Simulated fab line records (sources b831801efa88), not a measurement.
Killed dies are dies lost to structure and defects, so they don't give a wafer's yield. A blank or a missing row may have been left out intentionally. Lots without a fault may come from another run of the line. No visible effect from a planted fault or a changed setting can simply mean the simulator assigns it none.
2 desks, one fault | flow sfq line | what lay behind the numbers comes last; until then each desk has only its own

== AT THE TOOL OWNER'S DESK: pvd sputter-03 ==
The tool's own readings at SFQ_TRILAYER_L0_DEP_SPUTTER_003 (material MoNx KI, target thk 40 nm, time 100 s): means of the sampled wafers that have a number, for each lot that ran on this tool. If a lot's mean is further than 4 standard deviations from the usual mean, the lot is out of limits and carries the mark OUT (the distance appears in the brackets).
Columns: A = base pressure pa at SFQ_TRILAYER_L0_DEP_SPUTTER_003, usual 1.33e-06 Pa; B = throttle valve pct at SFQ_TRILAYER_L0_DEP_SPUTTER_003, usual 29.7 %
lot  | first seen here | A        | B
L254 | day 1 12:29     | 1.19e-06 | 29.7
L255 | day 1 17:29     | 1.39e-06 | 29.6
L256 | day 1 22:29     | 1.29e-06 | 29.4
L259 | day 2 13:29     | 1.27e-06 | 29.3
L266 | day 4 00:29     | 1.24e-06 | 29.9
L268 | day 4 10:29     | 1.48e-06 | 29.5
L269 | day 4 15:32     | 1.16e-06 | 29.8
This desk's verdict: no lot among the 7 shows anything out of limits.

== FROM THE METROLOGY DESK ==
What the gauges read, lot by lot, whatever tool the lot ran on: means of the sampled wafers that have a number. If a lot's mean is further than 4 standard deviations from the usual mean, the lot is out of limits and carries the mark OUT (the distance appears in the brackets).
Columns: A = L0_MONX_KI_RS at SFQ_L0_RS_MEAS_901, usual 43.5 ohm/sq; B = L0_MONX_KI_THK at SFQ_L0_THK_MEAS_902, usual 39.6 nm
lot  | first seen here | A              | B
L254 | day 1 12:34     | 44.0           | 39.6
L255 | day 1 17:35     | 43.5           | 39.6
L256 | day 1 22:35     | 43.6           | 39.6
L257 | day 2 03:37     | 42.6           | 40.5
L258 | day 2 08:34     | 43.4           | 39.7
L259 | day 2 13:34     | 43.1           | 40.1
L264 | day 3 14:36     | 43.7           | 39.3
L265 | day 3 19:35     | 43.0           | 39.9
L266 | day 4 00:36     | 37.2 (-13) OUT | 47.5 (+17) OUT
L268 | day 4 10:36     | 37.8 (-12) OUT | 47.7 (+17) OUT
L269 | day 4 15:38     | 31.1 (-26) OUT | 55.5 (+33) OUT
L271 | day 5 01:34     | 44.0           | 38.8
L274 | day 5 16:34     | 43.2           | 39.7
L275 | day 5 21:35     | 43.4           | 40.2
L276 | day 6 02:34     | 43.5           | 39.4
This desk finds L266, L268, L269 out of limits, with the earliest case on L266 at day 4 00:36 (L0_MONX_KI_RS at SFQ_L0_RS_MEAS_901). In limits: L254, L255, L256, L257, L258, L259, L264, L265, L271, L274, L275, L276.

== PUT TOGETHER ==
On L266, L268, L269, the metrology desk was in a position to raise an alarm at day 4 00:36.
The tool owner's desk saw nothing out of limits.
On record at the tool owner's desk: L266, L268, L269, within its limits.
All the named lots went through SFQ_TRILAYER_L0_DEP_SPUTTER_003 on pvd sputter-03.

== WHAT THE SIMULATOR HAD INSERTED ==
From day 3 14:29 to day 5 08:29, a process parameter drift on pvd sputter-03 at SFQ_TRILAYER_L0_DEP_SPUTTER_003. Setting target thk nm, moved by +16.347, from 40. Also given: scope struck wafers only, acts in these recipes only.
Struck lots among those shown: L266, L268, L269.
Time in hours between the start of the fault and the first out-of-limits reading at each desk: metrology desk, 10.
